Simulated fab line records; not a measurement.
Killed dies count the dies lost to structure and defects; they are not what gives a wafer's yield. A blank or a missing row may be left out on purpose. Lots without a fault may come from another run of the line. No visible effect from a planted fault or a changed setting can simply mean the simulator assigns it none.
A single fault, viewed from 2 desks	flow sky130	each desk holds nothing but its own numbers, with what lay behind them at the end

TOOL OWNER'S DESK, implanter-04
The tool's own readings at SKY_LDD_HVN_IMPLANT_08: means of the sampled wafers that have a number, for each lot that ran on this tool. The brackets show how far a lot's mean lies from the usual mean; more than 4 standard deviations puts the lot out of limits, marked OUT.
Columns: A = beam on s at SKY_LDD_HVN_IMPLANT_08, usual 10.01 s; B = dose ions cm2 at SKY_LDD_HVN_IMPLANT_08, usual 3.001e+13; C = end station pressure torr at SKY_LDD_HVN_IMPLANT_08, usual 5.11e-06 Torr; D = faraday current uA at SKY_LDD_HVN_IMPLANT_08, usual 169
lot	first seen here	A	B	C	D
L772	day 21 20:07	9.96	3.000e+13	5.23e-06	171
L776	day 23 23:04	10.00	2.997e+13	5.29e-06	170
L780	day 24 13:43	9.89	3.000e+13	5.03e-06	171
L784	day 26 01:12	10.10	3.004e+13	5.15e-06	168
L785	day 26 05:14	12.61 (+12) OUT	3.084e+14 (+99 or more) OUT	5.82e-06	1375 (+99 or more) OUT
L786	day 26 14:55	12.81 (+13) OUT	3.084e+14 (+99 or more) OUT	6.00e-06	1354 (+99 or more) OUT
Finding of this desk: L785, L786 out of limits; the first was L785 at day 26 05:14, on beam on s at SKY_LDD_HVN_IMPLANT_08. L772, L776, L780, L784 stayed within limits.

METROLOGY DESK
What the gauges read, lot by lot, whatever tool the lot ran on: means of the sampled wafers that have a number. The brackets show how far a lot's mean lies from the usual mean; more than 4 standard deviations puts the lot out of limits, marked OUT.
Columns: A = POLY_GATE_CVD_03_THK at SKY_POLY_GATE_THK_MEAS_04, usual 74.6 nm; B = LDD_HVN_OVL at SKY_LDD_HVN_OVL_MEAS_07, usual -1.0 nm; C = LDD_HVN_TW at SKY_LDD_HVN_TW_MEAS_10, usual 1438
lot	first seen here	A	B	C
L769	day 15 04:34	74.8	-1.0	1451
L770	day 15 22:57	73.8	1.1	1447
L772	day 16 15:37	75.6	-2.2	1449
L773	day 17 18:56	74.6	0.4	1431
L775	day 17 22:05	75.4	-0.8	1435
L777	day 18 12:00	74.5	-1.9	1430
L776	day 18 14:24	74.5	-1.6	1431
L780	day 19 07:59	74.6	-2.8	1435
L784	day 20 21:49	74.4	0.1	1442
L785	day 21 01:37	74.0	0.1	2930 (+99 or more) OUT
L786	day 21 13:11	74.4	0.3	2930 (+99 or more) OUT
L790	day 23 05:12	74.5	-3.1	1441
Per this desk, out of limits: L785, L786; the first was L785, day 26 05:28 (LDD_HVN_TW at SKY_LDD_HVN_TW_MEAS_10). L769, L770, L772, L773, L775, L777, L776, L780, L784, L790 stayed within limits.

ALL TOGETHER
An alarm could have come from the tool owner's desk at day 26 05:14, on L785, L786.
On L785, L786, the metrology desk was in a position to raise an alarm at day 26 05:28.
On implanter-04, each named lot ran SKY_LDD_HVN_IMPLANT_08.

WHAT THE SIMULATOR HAD INSERTED
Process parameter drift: implanter-04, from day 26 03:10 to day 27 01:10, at SKY_LDD_HVN_IMPLANT_08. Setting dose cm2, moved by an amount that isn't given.
Struck lots among those shown: L785, L786.
Delay (hours) between the fault's onset and each desk's first out-of-limits reading: 2 at the tool owner's desk, 2 at the metrology desk.
